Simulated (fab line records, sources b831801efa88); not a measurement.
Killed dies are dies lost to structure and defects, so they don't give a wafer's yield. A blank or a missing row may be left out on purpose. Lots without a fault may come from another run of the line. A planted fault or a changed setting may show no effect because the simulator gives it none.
Which tool did it? | flow gf180mcu | 11 lots, 33 wafers sampled, at 2 steps of a route of 602

WHAT THE GAUGES READ, wafer by wafer
GF_POLY_GATE_THK_MEAS_17.
lot  | measured     | on            | POLY_GATE_OXIDATION_THK (nm)
L971 | day 9 13:16  | film_metro-03 | 4.08 4.00 3.92
L972 | day 9 22:13  | film_metro-02 | 4.11 4.09 3.99
L977 | day 11 12:07 | film_metro-02 | 3.96 3.93 3.90
L980 | day 12 09:52 | film_metro-03 | 5.66 5.69 5.67
L981 | day 12 18:06 | film_metro-02 | 5.72 5.74 5.79
L982 | day 13 03:17 | film_metro-04 | 4.03 4.05 4.00
L983 | day 13 10:19 | film_metro-03 | 4.00 4.03 4.02
L984 | day 13 14:06 | film_metro-02 | 3.90 3.99 3.88
L987 | day 14 14:55 | film_metro-04 | 3.95 4.00 3.91
L989 | day 15 08:31 | film_metro-02 | 4.04 4.04 4.00
L993 | day 16 08:22 | film_metro-04 | 4.02 3.99 4.01

WHICH TOOL RAN EACH LOT (tool, then ch and the chambers of the sampled wafers, then the start)
lot  | GF_POLY_GATE_OXIDATION_16
L971 | furnace-02 ch 0, day 9 12:00
L972 | furnace-02 ch 0, day 9 20:58
L977 | furnace-02 ch 0, day 11 10:50
L980 | furnace-01 ch 0, day 12 08:36
L981 | furnace-01 ch 0, day 12 16:51
L982 | furnace-02 ch 0, day 13 02:02
L983 | furnace-02 ch 0, day 13 09:04
L984 | furnace-02 ch 0, day 13 12:50
L987 | furnace-02 ch 0, day 14 13:38
L989 | furnace-02 ch 0, day 15 07:16
L993 | furnace-01 ch 0, day 16 07:07
- GF_POLY_GATE_OXIDATION_16: stabilise 600 s, purge 300 s, target thk 4 nm.

THE ANSWER, worked out from the rows above alone
Rule: what is usual is taken from the lots themselves. Put in order of their means at a reading, lots are off if they are a third of the lots or fewer, leave a main group of 4 or more, and stand apart from it by a gap of 3 or more times the standard deviation of the main group's means; of several such gaps the widest counts. A main group whose means are all the same, to the digits that the tables above print for the reading, isn't used. A lot without any number at a reading at which 4 lots or more have one is off too. The other lots that the step has rows for count as sound.
Off: L980, L981, at GF_POLY_GATE_THK_MEAS_17 (POLY_GATE_OXIDATION_THK). The main group: mean 3.99 nm, standard deviation 0.045.
A tool fits if, at a process step before that reading, it ran every lot that is off, and no sound lot after the first of them. The gauges at GF_POLY_GATE_THK_MEAS_17 are tried like those tools. None of those tried fits.

WHAT THE SIMULATOR HAD PUT IN
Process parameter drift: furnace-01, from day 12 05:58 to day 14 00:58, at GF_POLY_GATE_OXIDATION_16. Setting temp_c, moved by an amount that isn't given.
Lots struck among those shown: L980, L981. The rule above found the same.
